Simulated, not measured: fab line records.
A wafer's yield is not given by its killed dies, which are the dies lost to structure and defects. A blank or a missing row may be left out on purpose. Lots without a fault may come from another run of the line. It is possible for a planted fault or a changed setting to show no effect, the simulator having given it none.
Chamber matching -- flow sky130 -- SKY_LI_CONTACT_ETCH_15 on rie_diel-01 has 4 sister chambers
The step etches PSG in C4F8/O2/Ar, stops on Si, target depth 600 nm. 4 wafers are shown with their chamber, then 8 later ones without.

## WAFERS, EACH WITH ITS CHAMBER
wafer,chamber,oes_product_au (a.u.)
L094.1,1,0.832
L094.2,2,0.843
L094.3,3,0.837
L094.4,0,0.834

## WAFERS WITH NO CHAMBER GIVEN
wafer,oes_product_au (a.u.)
L094.5,0.839
L094.6,0.840
L095.1,0.839
L095.2,0.838
L095.3,0.840
L095.4,0.838
L095.5,0.832
L095.6,0.834

## WHICH CHAMBER EACH WENT THROUGH
wafer,from the rows above,in truth
L094.5,can't be placed: 3 or 2 or 0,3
L094.6,can't be placed: 2 or 3 or 0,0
L095.1,can't be placed: 3 or 2 or 0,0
L095.2,can't be placed: 3 or 0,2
L095.3,can't be placed: 2 or 3 or 0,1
L095.4,can't be placed: 3 or 0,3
L095.5,can't be placed: 1 or 0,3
L095.6,can't be placed: 0 or 1 or 3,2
0 of 8 placed correctly. From these rows, 8 cannot be placed; in 4 the true chamber is one of the candidates. Number placed wrongly: 0.
How it was worked out, from the rows above alone: a wafer's distance from a chamber is the root of the sum, over the readings, of the square of ((its reading less the chamber's mean) divided by the reading's scatter). The wafer belongs to the nearest chamber; if the next one is less than 2 further off, it can't be placed. For every chamber, the mean is computed from those of its wafers that are shown. The scatter (one wafer shown for each chamber): square how far every hidden wafer sits from the nearest shown wafer, average those squares and take the square root.
